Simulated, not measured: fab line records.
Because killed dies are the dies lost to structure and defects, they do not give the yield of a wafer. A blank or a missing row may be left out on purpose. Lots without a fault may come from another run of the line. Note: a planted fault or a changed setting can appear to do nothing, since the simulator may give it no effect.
fab line records | flow sky130
record: lots: 6 wafers: 18 lastDay: 49
route steps=708 shown NWELL@82 PWDE@84 VT_ADJUST_HVTP@85 PAD_OPEN@708
lots that met no fault: from a run of the same line without faults
startH: the number of hours between the record's first day and the start of the first shown wafer of the lot | waitH: hours since the lot's step before | " the same as in the row above | L1.1+2: a single row standing in for several wafers | - no value, or no start given | * or withheld: withheld | < > ~ a bound
route shown NAME@n: NAME is a module with steps in the file, n the number in the route of the first one | usual: the fault-free wafers' mean and standard deviation | same: alike in all rows | chamber/n: place in a boat | sites: readings site by site | _std_site: their standard deviation | _edge_site: mean of outer sites minus mean of inner sites | radiusMm: for every site, how far away it sits from the centre of the wafer | mask NAME#n: copy n | behind: the most recent tool/chamber to have shaped the wafer | hold: reason for holding the lot/hours on hold/outcome of the hold | device: which transistor (n, p or np) failed to switch | end of line: tests run on the same wafers once the route is complete | for a step that has no rows: nothing shown but its recipe | killed: at the first sort, the dies lost to defects and structure; wafer yield is something else | map: per-die view of a wafer (x killed, . not killed, _ where there is no die)
set.NAME: the setting that was run; set.NAME@STEP: the one run at that earlier step | model.NAME: the simulator's own value behind a step, which no gauge read
a table for each step, a row for each wafer; lots at some steps of the route
services: from which hour (startH, from the record's first day; less than 0 if before it) a tool's chamber was out of use, for how many hours, and why
== steps ==
step: SKY_NWELL_RS_MEAS_29
recipe: thkMeasGauge: four-point-probe
usual: NWELL_RS: 624.8/1.3
columns lot.wafer tool chamber startH waitH NWELL_RS[ohm/sq]
L667.3 filmMetro-04 - 156.60 0.1 625.4
L667.4 " - " " 627.3
L667.5 " - " " 626.1
L669.1 filmMetro-02 - 167.91 0.1 623.5
L669.2 " - " " 626.1
L669.6 " - " " 625.1
L671.3 filmMetro-04 - 179.47 0.1 623.1
L671.4 " - " " 626.0
L671.6 " - " " 624.4
L672.1 filmMetro-02 - 186.31 0.1 623.7
L672.2 " - " " 627.0
L672.3 " - " " 626.3
L675.1 filmMetro-01 - 210.87 0.1 625.0
L675.2 " - " " 623.4
L675.4 " - " " 624.4
L678.2 filmMetro-02 - 231.14 0.1 622.2
L678.3 " - " " 623.0
L678.4 " - " " 623.2
step: SKY_NWELL_RS_MEAS_31
recipe: thkMeasGauge: four-point-probe
usual: PWDE_RS: 5280/20
columns lot.wafer tool chamber startH waitH PWDE_RS[ohm/sq]
L667.3 filmMetro-04 - 156.84 0.1 5283
L667.4 " - " " 5273
L667.5 " - " " 5282
L669.1 filmMetro-02 - 168.15 0.1 5267
L669.2 " - " " 5292
L669.6 " - " " 5264
L671.3 filmMetro-04 - 179.71 0.1 5306
L671.4 " - " " 5334
L671.6 " - " " 5311
L672.1 filmMetro-02 - 186.55 0.1 5290
L672.2 " - " " 5295
L672.3 " - " " 5274
L675.1 filmMetro-01 - 211.11 0.1 5305
L675.2 " - " " 5285
L675.4 " - " " 5305
L678.2 filmMetro-02 - 231.38 0.1 5271
L678.3 " - " " 5252
L678.4 " - " " 5244
step: SKY_VT_ADJUST_HVTP_DEHYDRATE_00
recipe: tempC: 200 timeS: 60
step: SKY_VT_ADJUST_HVTP_HMDS_01
recipe: primeTimeS: 60 primeTempC: 120
step: SKY_VT_ADJUST_HVTP_COAT_02
recipe: resist: NOVOLAK spinRpm: 3000 resistThkNm: 1140
step: SKY_VT_ADJUST_HVTP_SOFTBAKE_03
recipe: tempC: 90 timeS: 60 resist: NOVOLAK
step: SKY_VT_ADJUST_HVTP_EXPOSE_04
recipe: maskId: HVTPM na: 0.6 sourceShape: conventional sigmaOuter: 0.6 polarization: unpolarized targetCdNm: 380 doseMj: 140
step: SKY_VT_ADJUST_HVTP_PEB_05
recipe: tempC: withheld timeS: * resist: NOVOLAK
step: SKY_VT_ADJUST_HVTP_DEVELOP_06
recipe: resist: NOVOLAK developer: TMAH developTimeS: 60 devTempC: 23
step: SKY_VT_ADJUST_HVTP_CD_MEAS_07
recipe: targetCdNm: 380
usual: cdNm: 379.7/2.5
columns lot.wafer tool chamber startH waitH cdNm
L667.3 cdSem-02 - 177.14 0.1 377.9
L667.4 " - " " 379.3
L667.5 " - " " 377.9
L669.1 cdSem-02 - 188.01 0.1 381.5
L669.2 " - " " 380.8
L669.6 " - " " 382.4
L671.3 cdSem-01 - 200.30 0.1 382.5
L671.4 " - " " 381.8
L671.6 " - " " 382.2
L672.1 cdSem-01 - 206.36 0.1 379.8
L672.2 " - " " 380.3
L672.3 " - " " 380.6
L675.1 cdSem-02 - 233.28 0.1 380.4
L675.2 " - " " 380.4
L675.4 " - " " 378.3
L678.2 cdSem-02 - 254.45 0.1 381.5
L678.3 " - " " 381.8
L678.4 " - " " 380.1
step: SKY_VT_ADJUST_HVTP_OVL_MEAS_08
usual: VT_ADJUST_HVTP_OVL: 1.4/1.2
columns lot.wafer tool chamber startH waitH VT_ADJUST_HVTP_OVL[nm]
L667.3 overlay-02 - 177.23 0.1 1.0
L667.4 " - " " 0.3
L667.5 " - " " 0.6
L669.1 overlay-02 - 188.13 0.1 0.6
L669.2 " - " " 0.1
L669.6 " - " " 1.7
L671.3 overlay-02 - 200.40 0.1 1.1
L671.4 " - " " 1.5
L671.6 " - " " 1.2
L672.1 overlay-02 - 206.48 0.1 1.7
L672.2 " - " " 1.5
L672.3 " - " " 1.5
L675.1 overlay-01 - 233.40 0.1 1.5
L675.2 " - " " -0.2
L675.4 " - " " 0.2
L678.2 overlay-01 - 254.56 0.1 0.3
L678.3 " - " " 0.2
L678.4 " - " " -0.9
step: SKY_VT_ADJUST_HVTP_IMPLANT_09
recipe: species: As energyKev: 150 doseCm2: 4.3e+12 tiltDeg: withheld
usual: beamEnergyKeV: 149.99/0.054
columns lot.wafer tool chamber startH waitH beamEnergyKeV model.implant.rpNm model.implant.drpNm
L667.3 implanter-02 0 177.30 0.1 150.01 83 33.4
L667.4 " 0 " " 150.02 83 33.4
L667.5 " 0 " " 149.99 83 33.4
L669.1 implanter-03 0 188.17 0.0 149.94 85.72 33.4
L669.2 " 0 " " 149.90 85.72 33.4
L669.6 " 0 " " 150.01 85.72 33.4
L671.3 implanter-03 0 200.47 0.1 156.21 89.37 34.55
L671.4 " 0 " " 156.13 89.37 34.55
L671.6 " 0 " " 156.26 89.37 34.55
L672.1 implanter-03 0 206.52 0.0 156.26 87.57 34.55
L672.2 " 0 " " 156.25 87.57 34.55
L672.3 " 0 " " 156.14 87.57 34.55
L675.1 implanter-01 0 233.44 0.0 150.13 82.97 33.4
L675.2 " 0 " " 150.11 82.97 33.4
L675.4 " 0 " " 150.14 82.97 33.4
L678.2 implanter-01 0 254.61 0.0 150.04 81.76 33.4
L678.3 " 0 " " 149.91 81.76 33.4
L678.4 " 0 " " 150.02 81.76 33.4
step: SKY_VT_ADJUST_HVTP_STRIP_10
recipe: chemistry: O2/N2 powerW: 1400 pressureMtorr: 1500 platenTempC: withheld o2FlowSccm: 3000 n2FlowSccm: 300 overashFraction: 0.5
usual: drypumpMotorCurrentA: 5.7/0.31 oesProductAu: 0.717/0.0042 stripTimeToEndpointS: 14.17/0.039
columns lot.wafer tool chamber startH waitH drypumpMotorCurrentA oesProductAu rfHoursCounterH stripTimeToEndpointS
L667.3 plasmaAsher-01 1 177.44 0.1 5.4 0.716 - 14.23
L667.4 " 0 " " 5.6 0.720 - 14.29
L667.5 " 1 " " 5.5 0.720 - 14.25
L669.1 plasmaAsher-03 0 188.32 0.1 5.2 0.713 52 14.17
L669.2 " 1 " " 5.9 0.718 52 14.23
L669.6 " 1 " " 5.9 0.710 - 14.19
L671.3 plasmaAsher-03 0 200.60 0.1 5.2 0.713 - 14.21
L671.4 " 1 " " 5.9 0.718 - 14.19
L671.6 " 0 " " 5.2 0.714 - 14.21
L672.1 plasmaAsher-04 1 206.67 0.1 5.7 0.718 8 14.13
L672.2 " 0 " " 6.1 0.719 8 14.18
L672.3 " 1 " " 5.7 0.718 - 14.16
L675.1 plasmaAsher-03 1 233.59 0.1 5.9 0.731 55 14.18
L675.2 " 0 " " 5.2 0.720 55 14.22
L675.4 " 0 " " 5.2 0.715 - 14.13
L678.2 plasmaAsher-03 0 254.74 0.1 5.2 0.721 57 14.20
L678.3 " 1 " " 5.9 0.717 - 14.24
L678.4 " 0 " " 5.2 0.715 - 14.21
step: SKY_PAD_OPEN_PROBE_99
usual: killed_at_M0_to_M3: 45/6.6 killed_at_M4_up: 3.1/1.6 killedAtContacts: 24/5 killedAtFrontEnd: 14/4.4 killedAtOther: 0.3/0.58 killedDies: 87/9.2 killedOpen: 47/6.7 killedShort: 40/6.4
same: grossDies: 492 killedAtBackSide: 0
columns lot.wafer tool chamber startH waitH killed_at_M0_to_M3 killed_at_M4_up killedAtContacts killedAtFrontEnd killedAtOther killedDies killedOpen killedShort model.etest.tipP.rsOhmSq model.etest.pfet_01v8_mvt.offLog10AUm model.etest.pfet_01v8_hvt.offLog10AUm model.etest.pfet_01v8_mvt.vtSatV model.etest.pfet_01v8_mvt.vtV model.etest.pfet_01v8_mvt.vtLongV model.etest.pfet_01v8.vtV model.etest.pfet_01v8.vtLongV
L667.3 prober-02 - 1126.25 0.2 43 3 16 19 0 81 46 35 6907 -10.99 -13.2 -0.5846 -0.6691 -0.8774 -0.7974 -1.062
L667.4 prober-02 - 1126.30 0.2 51 3 15 11 0 80 42 38 6959 -10.69 -13.22 -0.5776 -0.6661 -0.8742 -0.7862 -1.06
L667.5 prober-02 - 1126.35 0.2 43 3 23 25 0 94 50 44 6947 -10.98 -13.15 -0.5864 -0.6733 -0.8832 -0.7915 -1.063
L669.1 prober-02 - 1140.22 0.1 46 4 17 15 0 82 46 36 6808 -10.3 -12.8 -0.5369 -0.628 -0.8382 -0.762 -1.039
L669.2 prober-02 - 1140.27 0.1 44 3 21 17 0 85 44 41 6820 -10.21 -12.78 -0.5405 -0.6285 -0.8353 -0.7709 -1.034
L669.6 prober-02 - 1140.47 0.2 45 2 30 11 1 89 58 31 6803 -10.34 -13.01 -0.539 -0.6277 -0.8392 -0.7672 -1.04
L671.3 prober-02 - 1146.23 0.2 46 4 25 8 0 83 40 43 6664 -9.726 -12.78 -0.478 -0.5675 -0.7864 -0.7414 -1.01
L671.4 prober-02 - 1146.28 0.2 55 2 20 13 0 90 49 41 6666 -9.625 -12.71 -0.4847 -0.5768 -0.7893 -0.7364 -1.013
L671.6 prober-02 - 1146.38 0.2 44 3 19 16 0 82 40 42 6703 -9.628 -12.93 -0.4848 -0.5732 -0.7866 -0.7449 -1.01
L672.1 prober-01 - 1154.91 0.1 50 2 24 24 0 100 49 51 6722 -9.942 -13.14 -0.509 -0.5934 -0.8044 -0.7528 -1.015
L672.2 prober-01 - 1154.96 0.1 60 2 32 14 0 108 56 52 6701 -9.726 -12.59 -0.4949 -0.5888 -0.8071 -0.7335 -1.016
L672.3 prober-01 - 1155.01 0.2 45 4 28 21 0 98 60 38 6736 -9.958 -12.86 -0.5066 -0.5917 -0.8069 -0.7475 -1.016
L675.1 prober-01 - 1183.81 0.1 40 2 28 16 0 86 44 42 6910 -10.77 -13.17 -0.5744 -0.6618 -0.8669 -0.7845 -1.051
L675.2 prober-01 - 1183.86 0.1 40 3 39 16 1 99 53 46 6911 -10.86 -13.21 -0.5885 -0.6713 -0.8686 -0.7963 -1.054
L675.4 prober-01 - 1183.96 0.2 51 1 26 11 0 89 53 36 6925 -10.74 -13.13 -0.5778 -0.6636 -0.869 -0.7876 -1.056
L678.2 prober-02 - 1184.95 0.1 51 1 29 16 0 97 58 39 7086 -11.04 -13.29 -0.5952 -0.6802 -0.8829 -0.7917 -1.061
L678.3 prober-02 - 1185.00 0.2 49 4 22 15 0 90 60 30 7020 -11.19 -13.34 -0.6019 -0.6803 -0.8763 -0.8079 -1.061
L678.4 prober-02 - 1185.05 0.2 47 2 20 21 0 90 46 44 7007 -11.14 -13.36 -0.5928 -0.6763 -0.8781 -0.8005 -1.058
killed by level:class
L667.3 METAL2:geometricParticle:short=10 METAL1:geometricParticle:short=9 VIA1:geometricParticle:open=9 CONTACT:geometricParticle:open=7 VIA2:geometricParticle:open=7 POLY_GATE:geometricParticle:short=5 LI_CONTACT:geometricParticle:open=5 VIA3:geometricParticle:open=5
L667.4 VIA1:geometricParticle:open=16 METAL1:geometricParticle:short=9 CONTACT:geometricParticle:open=7 VIA2:geometricParticle:open=6 FIELD_ISO:geometricParticle:short=5 VIA1:geometricParticle:short=5 METAL2:geometricParticle:short=5 VIA2:geometricParticle:short=3
L667.5 CONTACT:geometricParticle:open=13 POLY_GATE:geometricParticle:short=9 VIA2:geometricParticle:open=9 VIA1:geometricParticle:open=7 METAL2:geometricParticle:short=7 POLY_GATE:geometricParticle:open=6 METAL1:geometricParticle:short=6 VIA3:geometricParticle:open=6
L669.1 VIA1:geometricParticle:open=10 LI_CONTACT:geometricParticle:open=7 METAL2:geometricParticle:short=7 VIA2:geometricParticle:open=6 VIA3:geometricParticle:open=6 CONTACT:geometricParticle:open=5 METAL1:geometricParticle:short=5 FIELD_ISO:geometricParticle:short=4
L669.2 CONTACT:geometricParticle:open=10 VIA1:geometricParticle:open=10 VIA2:geometricParticle:open=6 VIA3:geometricParticle:open=6 METAL2:geometricParticle:short=5 FIELD_ISO:geometricParticle:open=4 POLY_GATE:geometricParticle:short=4 SPACER:geometricParticle:short=4
L669.6 CONTACT:geometricParticle:open=12 LI_CONTACT:geometricParticle:open=11 VIA1:geometricParticle:open=9 METAL1:geometricParticle:short=8 METAL2:geometricParticle:short=7 VIA2:geometricParticle:open=7 VIA3:geometricParticle:open=5 FIELD_ISO:geometricParticle:open=4
L671.3 VIA1:geometricParticle:open=13 CONTACT:geometricParticle:open=7 LI_CONTACT:geometricParticle:open=6 LOCAL_INTERCONNECT:geometricParticle:short=6 METAL1:geometricParticle:short=6 VIA3:geometricParticle:open=5 VIA1:geometricParticle:short=5 VIA2:geometricParticle:open=5
L671.4 CONTACT:geometricParticle:open=11 VIA2:geometricParticle:open=10 VIA3:geometricParticle:open=9 VIA1:geometricParticle:open=7 METAL3:geometricParticle:short=6 VIA1:geometricParticle:short=5 METAL2:geometricParticle:short=5 FIELD_ISO:geometricParticle:open=4
L671.6 CONTACT:geometricParticle:open=9 METAL2:geometricParticle:short=8 VIA3:geometricParticle:open=7 FIELD_ISO:geometricParticle:open=6 METAL1:geometricParticle:short=6 VIA2:geometricParticle:open=5 VIA1:geometricParticle:short=4 POLY_GATE:geometricParticle:short=4
L672.1 CONTACT:geometricParticle:open=10 VIA1:geometricParticle:open=10 VIA1:geometricParticle:short=8 FIELD_ISO:geometricParticle:short=7 VIA3:geometricParticle:open=6 POLY_GATE:geometricParticle:open=5 METAL1:geometricParticle:short=5 VIA2:geometricParticle:open=5
L672.2 CONTACT:geometricParticle:open=15 VIA1:geometricParticle:open=12 VIA1:geometricParticle:short=8 METAL2:geometricParticle:short=8 METAL1:geometricParticle:short=7 VIA2:geometricParticle:open=7 LI_CONTACT:geometricParticle:open=6 LOCAL_INTERCONNECT:geometricParticle:short=6
L672.3 CONTACT:geometricParticle:open=12 FIELD_ISO:geometricParticle:open=9 LI_CONTACT:geometricParticle:open=9 VIA1:geometricParticle:open=9 VIA1:geometricParticle:short=6 METAL2:geometricParticle:short=6 VIA3:geometricParticle:open=5 VIA2:geometricParticle:open=5
L675.1 CONTACT:geometricParticle:open=11 CONTACT:geometricParticle:short=10 VIA3:geometricParticle:open=10 VIA1:geometricParticle:open=9 FIELD_ISO:geometricParticle:short=5 POLY_GATE:geometricParticle:short=5 LOCAL_INTERCONNECT:geometricParticle:short=5 METAL2:geometricParticle:short=3
L675.2 LI_CONTACT:geometricParticle:open=16 LOCAL_INTERCONNECT:geometricParticle:short=8 CONTACT:geometricParticle:open=7 VIA1:geometricParticle:open=7 VIA1:geometricParticle:short=6 POLY_GATE:geometricParticle:short=5 VIA2:geometricParticle:short=5 FIELD_ISO:geometricParticle:short=4
L675.4 VIA1:geometricParticle:open=13 VIA3:geometricParticle:open=9 LI_CONTACT:geometricParticle:open=8 CONTACT:geometricParticle:short=8 CONTACT:geometricParticle:open=7 METAL2:geometricParticle:short=5 VIA2:geometricParticle:open=5 VIA3:geometricParticle:short=5
L678.2 VIA1:geometricParticle:open=16 CONTACT:geometricParticle:open=9 LI_CONTACT:geometricParticle:open=8 VIA2:geometricParticle:open=8 LOCAL_INTERCONNECT:geometricParticle:short=7 METAL2:geometricParticle:short=6 POLY_GATE:geometricParticle:open=6 VIA3:geometricParticle:open=6
L678.3 VIA1:geometricParticle:open=15 VIA3:geometricParticle:open=8 CONTACT:geometricParticle:open=8 LI_CONTACT:geometricParticle:open=7 VIA2:geometricParticle:open=7 FIELD_ISO:geometricParticle:open=5 FIELD_ISO:geometricParticle:short=4 CONTACT:geometricParticle:short=4
L678.4 VIA3:geometricParticle:open=11 LI_CONTACT:geometricParticle:open=8 METAL1:geometricParticle:short=8 METAL2:geometricParticle:short=7 VIA1:geometricParticle:open=6 FIELD_ISO:geometricParticle:open=5 POLY_GATE:geometricParticle:short=5 FIELD_ISO:geometricParticle:short=4
== services ==
columns tool chamber startH hours kind
plasmaAsher-01 - 188.37 2.8 pm
plasmaAsher-03 - 207.66 15.6 pm
plasmaAsher-01 - 207.74 0.8 repair
implanter-01 - 228.37 2.1 repair
implanter-02 - 232.71 3.6 repair
implanter-02 - 241.59 2.6 repair
implanter-01 - 249.40 2.1 repair
== key ==
firstSign: step: SKY_VT_ADJUST_HVTP_IMPLANT_09 reading: beamEnergyKeV direction: up sigmas: 99+ usual: * struck: *
effect none on later readings
modelEffect: step: SKY_VT_ADJUST_HVTP_IMPLANT_09 value: implant.rpNm without: 85.13 struck: 88.47
modelEffect: step: SKY_PAD_OPEN_PROBE_99 value: etest.tipP.rsOhmSq without: 6831 struck: 6699
metAt SKY_VT_ADJUST_HVTP_IMPLANT_09
struckWafers L671.3,L671.4,L671.6,L672.1,L672.2,L672.3
testerLeftOut L671,L672
onsetBetween 188.17 200.47
fault: kind: processParameterDrift tool: implanter-03 chamber: - onsetH: 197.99 steps: SKY_VT_ADJUST_HVTP_IMPLANT_09 channel: energyKev offset: * shape: step endH: 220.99 actsIn: * stated: *
testerLeftOut: of these lots the tester's yield and bins aren't shown, on N5 and GAA mostly nor the transistor test; their killed dies are dies lost to structure and defects alone, not to doping, threshold or leakage, so they don't give the yield
